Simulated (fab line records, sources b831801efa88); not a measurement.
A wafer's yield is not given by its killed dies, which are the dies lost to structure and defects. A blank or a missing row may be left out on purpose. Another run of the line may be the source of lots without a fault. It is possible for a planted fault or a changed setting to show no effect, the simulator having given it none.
A lot that was struck, set against a sound lot ; flow sky130 ; 22 steps out of a route of 708
Sound: wafers L115.1, L115.2, L115.3. Struck: wafers L113.1, L113.3, L113.5. Last of all comes the cause.
Each step with rows lists, per side, the tool, then ch with its chambers, then its first start. Under that, the readings that differ: sound wafers ; struck wafers ; difference of the means ; sigmas: that difference in standard deviations of wafers without a fault.
alike: words and numbers the same on both sides, and readings whose means are apart by under 2 such deviations; not compared: readings that were withheld, readings missing a value for some wafer, numbers with overlapping values and no deviation given by the record, and bounds like >300 which may hide the same value.
Wherever a step has rows on one side only, a row that says differs or no value, or a row with sigmas, the two part there. Numbers that have no deviation but don't overlap get no sigmas and don't part them. A reading missing from all wafers of one side parts the sides only when that side holds two or more wafers.

first, 4 steps without rows for these wafers: SKY_METAL5_SOFTBAKE_10 (time 60 s); SKY_METAL5_EXPOSE_11 (exposes mask MM5, target cd 1600 nm); SKY_METAL5_PEB_12; SKY_METAL5_DEVELOP_13 (develop time 60 s).
SKY_METAL5_DESCUM_14: chemistry O2, time 11 s.
  sound on rieMetal-02 ch 0,1, day 46 00:23; struck on rieMetal-03 ch 0,1, day 45 22:29
  alike: chamberPressureMTorr, drypumpMotorCurrentA, oesProductAu
  not compared: rfHoursCounterH
SKY_METAL5_METAL_ETCH_15: etches the open film in Cl2/BCl3, stops on SiO2, target depth 1260 nm, time 252 s.
  sound on rieMetal-02 ch 0,1, day 46 00:25; struck on rieMetal-03 ch 0,1, day 45 22:31
  alike: chamberPressureMTorr, drypumpMotorCurrentA, oesProductAu, throttleValvePct
  not compared: rfHoursCounterH
SKY_METAL5_STRIP_16: strips in O2/N2.
  sound on plasmaAsher-02 ch 0,1, day 46 00:40; struck on plasmaAsher-02 ch 0,1, day 45 22:46
reading;sound;struck;difference;sigmas
o2FlowSccm (sccm);3009 3002 3016;2992 2996 2981;-19;-2
  alike: chamberPressureMTorr, drypumpMotorCurrentA, oesProductAu, stripTimeToEndpointS
  not compared: rfHoursCounterH
then, 3 steps without rows for these wafers: SKY_METAL5_STRIP_17 (strips in post etch residue remover, time 1200 s); SKY_METAL5_CLEAN_18 (cleans in IPA, time 180 s); SKY_METAL5_CLEAN_19 (cleans in O3/DIW).
SKY_PASSIVATION_CVD_00: deposits SiO2, target thk 90 nm.
  sound on pecvd-04 ch 0,1,2, day 46 01:15; struck on pecvd-02 ch 0,1, day 45 23:24
  alike: heaterPowerOuterW, heaterPowerW
SKY_PASSIVATION_THK_MEAS_01:
  sound on filmMetro-03 at day 46 01:16; struck on filmMetro-04 at day 45 23:26
  alike: PASSIVATION_CVD_00_THK
SKY_PASSIVATION_CVD_02: deposits Si3N4, target thk 540 nm.
  sound on pecvd-01 ch 0,1,2, day 46 01:20; struck on pecvd-04 ch 0,1,2, day 45 23:29
  no value came back on the struck wafers for heaterPowerOuterW (W), heaterPowerW (W); on the sound wafers heaterPowerOuterW (W) reads 383 467 425
then, 7 steps without rows for these wafers: SKY_PASSIVATION_DEHYDRATE_04 (time 60 s); SKY_PASSIVATION_HMDS_05 (prime time 60 s); SKY_PASSIVATION_COAT_06 (resist thk 3000 nm); SKY_PASSIVATION_SOFTBAKE_07; SKY_PASSIVATION_EXPOSE_08 (exposes mask NSM, target cd 3000 nm); SKY_PASSIVATION_PEB_09; SKY_PASSIVATION_DEVELOP_10 (develop time 60 s).
SKY_PASSIVATION_ETCH_11: etches the open film in CF4/O2, stops on AlCu, target depth 725 nm, time 163.9 s.
  sound on rieDiel-02 ch 0,2,3, day 46 22:01; struck on rieDiel-04 ch 0,3, day 46 19:50
reading;sound;struck;difference;sigmas
oesProductAu (a.u.);0.963 0.974 0.974;0.987 0.988 0.990;+0.018;+2
model.PASSIVATION.featureDepthNm (nm);690.9 700 698.1;725 725 725;+29;
model.etch.depthNm (nm);690.9 700 698.1;725 725 725;+29;
  alike: chamberPressureMTorr, drypumpMotorCurrentA, throttleValvePct
  not compared: rfHoursCounterH
SKY_PASSIVATION_STRIP_12: strips in O2/N2.
  sound on plasmaAsher-04 ch 0,1, day 46 22:07; struck on plasmaAsher-01 ch 0,1, day 46 19:57
  alike: chamberPressureMTorr, drypumpMotorCurrentA, o2FlowSccm, oesProductAu, stripTimeToEndpointS
  not compared: rfHoursCounterH

== WHERE THEY PART ==
First at SKY_METAL5_STRIP_16; last, within this record, at SKY_PASSIVATION_ETCH_11. Later steps at which nothing parts them and some readings are alike: SKY_PASSIVATION_STRIP_12.

WHY: the cause the simulator had injected
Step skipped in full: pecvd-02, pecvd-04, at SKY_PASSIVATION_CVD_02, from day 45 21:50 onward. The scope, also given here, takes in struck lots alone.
